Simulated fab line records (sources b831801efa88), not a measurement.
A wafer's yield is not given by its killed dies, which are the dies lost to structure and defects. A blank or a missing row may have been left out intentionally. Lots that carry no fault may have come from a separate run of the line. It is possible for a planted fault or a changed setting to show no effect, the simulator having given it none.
The tool behind it: which one?    flow sky130    36 wafers from 12 lots sampled at 4 of the route's 708 steps

WHAT THE GAUGES READ, wafer by wafer
SKY_LDD_LDN_TW_MEAS_13. Usual: for LDD_LDN_TW the level is 1484 and the standard deviation is 11.
lot   measured      on             LDD_LDN_TW      flag
L325  day 22 18:07  film metro-01  1509 1502 1494  
L330  day 25 10:48  film metro-03  1478 1475 1477  
L331  day 25 12:38  film metro-03  1475 1487 1481  
L335  day 27 02:13  film metro-02  1539 1529 1534  OFF
L336  day 27 21:39  film metro-02  1484 1489 1478  
L337  day 27 23:34  film metro-03  1547 1532 1540  OFF
L343  day 29 10:10  film metro-02  1478 1476 1470  
L342  day 29 11:42  film metro-01  1518 1505 1506  
L344  day 29 15:04  film metro-03  1467 1478 1471  
L345  day 30 17:43  film metro-02  1465 1472 1480  
L347  day 30 19:41  film metro-03  1486 1495 1483  
L348  day 31 03:10  film metro-02  1482 1483 1480  

SKY_LOCAL_INTERCONNECT_RS_MEAS_01: uses a four-point probe to measure. Usual: for LOCAL_INTERCONNECT_TIN_RS the level is 14.12 ohm/sq and the standard deviation is 0.15.
lot   measured      on             LOCAL_INTERCONNECT_TIN_RS (ohm/sq)  flag
L325  day 29 01:56  film metro-04  14.06 14.41 13.99                   
L330  day 31 14:51  film metro-04  14.01 13.94 13.99                   
L331  day 31 16:55  film metro-04  14.09 14.25 14.06                   
L335  day 33 03:53  film metro-01  14.03 14.07 14.01                   
L336  day 34 00:08  film metro-01  14.41 14.53 14.36                   
L337  day 33 23:39  film metro-01  14.19 14.29 14.17                   
L343  day 35 05:51  film metro-02  14.22 14.10 13.99                   
L342  day 35 08:02  film metro-04  14.10 14.15 14.11                   
L344  day 35 11:31  film metro-01  14.02 14.01 14.20                   
L345  day 36 11:29  film metro-01  14.11 14.11 14.04                   
L347  day 36 13:50  film metro-01  14.06 13.79 13.86                   
L348  day 36 18:03  film metro-02  14.24 14.24 14.18                   

SKY_METAL1_THK_MEAS_06: measures by xrf. Usual: for METAL1_ALCU_THK the level is 251 nm and the standard deviation is 3.2.
lot   measured      on             METAL1_ALCU_THK (nm)  flag
L325  day 31 14:00  film metro-03  246 248 250           
L330  day 33 23:52  film metro-03  256 251 253           
L331  day 34 02:07  film metro-03  254 257 258           
L335  day 35 12:04  film metro-04  251 252 250           
L336  day 36 06:39  film metro-01  252 251 247           
L337  day 36 06:05  film metro-01  246 249 246           
L343  day 37 13:16  film metro-03  253 258 256           
L342  day 37 15:01  film metro-01  248 249 253           
L344  day 37 17:56  film metro-01  251 245 247           
L345  day 38 17:41  film metro-04  251 246 250           
L347  day 38 21:02  film metro-04  246 250 247           
L348  day 38 23:58  film metro-04  250 250 248           

WHAT TOOL EACH LOT RAN ON (gives the tool, then ch and the chambers of the sampled wafers, and finally the start)
lot   SKY_LDD_LDN_IMPLANT_11
L325  implanter-01 ch 0, day 22 17:54
L330  implanter-01 ch 0, day 25 10:33
L331  implanter-01 ch 0, day 25 12:23
L335  implanter-01 ch 0, day 27 01:59
L336  implanter-02 ch 0, day 27 21:24
L337  implanter-01 ch 0, day 27 23:21
L343  implanter-02 ch 0, day 29 09:56
L342  implanter-02 ch 0, day 29 11:27
L344  implanter-02 ch 0, day 29 14:49
L345  implanter-01 ch 0, day 30 17:29
L347  implanter-01 ch 0, day 30 19:28
L348  implanter-01 ch 0, day 31 02:56
- SKY_LDD_LDN_IMPLANT_11

WHAT THE TOOLS THEMSELVES READ (means of the sampled wafers that have a number; where no wafer has one, the mark that the record gives instead)
SKY_LDD_LDN_IMPLANT_11. Usual: beam on s 10.00 s, standard deviation 0.18; dose ions cm2 1.2499e+13, standard deviation 1.3e+10; faraday current uA 70.5, standard deviation 1.2.
lot   tool          beam on s (s)  dose ions cm2  faraday current uA  flag
L325  implanter-01  10.02          1.2497e+13     70.3                
L330  implanter-01  10.00          1.2485e+13     70.4                
L331  implanter-01  10.18          1.2511e+13     69.4                
L335  implanter-01  9.98           1.8838e+13     106.9               OFF
L336  implanter-02  10.06          1.2502e+13     70.0                
L337  implanter-01  10.10          1.8832e+13     105.2               OFF
L343  implanter-02  9.88           1.2496e+13     71.3                
L342  implanter-02  9.96           1.2505e+13     70.8                
L344  implanter-02  9.95           1.2495e+13     71.0                
L345  implanter-01  10.10          1.2514e+13     70.0                
L347  implanter-01  10.08          1.2503e+13     70.1                
L348  implanter-01  10.11          1.2518e+13     69.7                

THE ANSWER, worked out from the rows above alone
Rule: lot off if the mean of its wafers having a number is beyond 3 standard deviations from the usual mean. Also off: a lot with no number at a reading for which 4 or more lots have one. Any other lot the step has rows for is counted as sound. Order of review: gauges by route order, followed by the tools' own readings, for which a lot's mean as printed above is used. The first step at which some lot is off is used, and at that step the reading that is off furthest; a lot without a number counts as furthest.
Off: L335, L337, seen at SKY_LDD_LDN_TW_MEAS_13 (LDD_LDN_TW).
A tool fits if, at a process step before that reading, it ran every lot that is off, and no sound lot after the first of them. The gauges at SKY_LDD_LDN_TW_MEAS_13 aren't tried: what is off there is off at SKY_LDD_LDN_IMPLANT_11 too, on other tools, and a gauge's error can't cause that. No candidate that was tried fits.

WHAT THE SIMULATOR PUT IN
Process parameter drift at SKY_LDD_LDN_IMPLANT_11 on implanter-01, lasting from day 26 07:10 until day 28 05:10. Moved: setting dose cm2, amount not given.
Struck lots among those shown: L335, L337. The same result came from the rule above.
